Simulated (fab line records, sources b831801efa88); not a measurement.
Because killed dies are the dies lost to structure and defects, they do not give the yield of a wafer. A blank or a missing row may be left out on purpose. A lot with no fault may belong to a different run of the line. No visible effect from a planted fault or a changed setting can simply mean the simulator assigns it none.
Which tool is to blame? :: flow gf180mcu :: Sampling: 12 lots, 36 wafers, 2 of 602 route steps

WHAT THE GAUGES READ, wafer by wafer
GF_STI_THK_MEAS_30.
lot: L075
measured: day 2 13:55
on: film-metro-03
STI_OXIDATION_02_THK (nm): 9.93 10.11 9.76

lot: L077
measured: day 2 21:08
on: film-metro-03
STI_OXIDATION_02_THK (nm): 10.19 10.14 10.23

lot: L079
measured: day 3 09:14
on: film-metro-03
STI_OXIDATION_02_THK (nm): 10.06 10.23 9.99

lot: L081
measured: day 3 17:23
on: film-metro-02
STI_OXIDATION_02_THK (nm): 9.82 9.58 9.61

lot: L083
measured: day 4 06:17
on: film-metro-02
STI_OXIDATION_02_THK (nm): 10.59 10.44 10.29

lot: L085
measured: day 4 16:34
on: film-metro-02
STI_OXIDATION_02_THK (nm): 10.21 10.10 10.20

lot: L087
measured: day 5 08:13
on: film-metro-03
STI_OXIDATION_02_THK (nm): 10.18 10.12 10.20

lot: L089
measured: day 5 14:54
on: film-metro-02
STI_OXIDATION_02_THK (nm): 9.96 9.76 10.10

lot: L091
measured: day 5 23:50
on: film-metro-01
STI_OXIDATION_02_THK (nm): 10.04 10.05 9.97

lot: L093
measured: day 6 09:59
on: film-metro-03
STI_OXIDATION_02_THK (nm): 10.03 9.94 10.04

lot: L095
measured: day 6 19:58
on: film-metro-03
STI_OXIDATION_02_THK (nm): 9.92 10.06 9.95

lot: L097
measured: day 7 04:41
on: film-metro-02
STI_OXIDATION_02_THK (nm): 9.73 9.91 9.68

TOOL THAT RAN EACH LOT (tool first, then ch and the chambers of the sampled wafers, then the start)
lot: L075
GF_STI_STRIP_15: plasma-asher-04 ch 0,1, day 2 08:33

lot: L077
GF_STI_STRIP_15: plasma-asher-03 ch 0,1, day 2 17:03

lot: L079
GF_STI_STRIP_15: plasma-asher-01 ch 0,1, day 3 04:52

lot: L081
GF_STI_STRIP_15: plasma-asher-04 ch 0,1, day 3 12:39

lot: L083
GF_STI_STRIP_15: plasma-asher-04 ch 0,1, day 3 23:46

lot: L085
GF_STI_STRIP_15: plasma-asher-03 ch 0,1, day 4 10:43

lot: L087
GF_STI_STRIP_15: plasma-asher-04 ch 0, day 4 20:39

lot: L089
GF_STI_STRIP_15: plasma-asher-03 ch 0,1, day 5 06:25

lot: L091
GF_STI_STRIP_15: plasma-asher-01 ch 0,1, day 5 19:43

lot: L093
GF_STI_STRIP_15: plasma-asher-03 ch 0,1, day 6 05:45

lot: L095
GF_STI_STRIP_15: plasma-asher-01 ch 0,1, day 6 13:35

lot: L097
GF_STI_STRIP_15: plasma-asher-04 ch 0,1, day 7 00:19
- GF_STI_STRIP_15: strips in O2/N2.

THE ANSWER, worked out from the rows above alone
Rule: usual is defined by the lots themselves. Put in order of their means at a reading, lots are off if they are a third of the lots or fewer, leave a main group of 4 or more, and stand apart from it by a gap of 3 or more times the standard deviation of the main group's means; of several such gaps the widest counts. The tables above print the reading to a certain number of digits; a main group whose means all agree to those digits is not used. Also off: a lot with no number at a reading for which 4 or more lots have one. Where the step has rows for the other lots, those lots are counted as sound.
No lot is off at any reading shown: from this, nothing can be told.

WHAT THE SIMULATOR PUT IN
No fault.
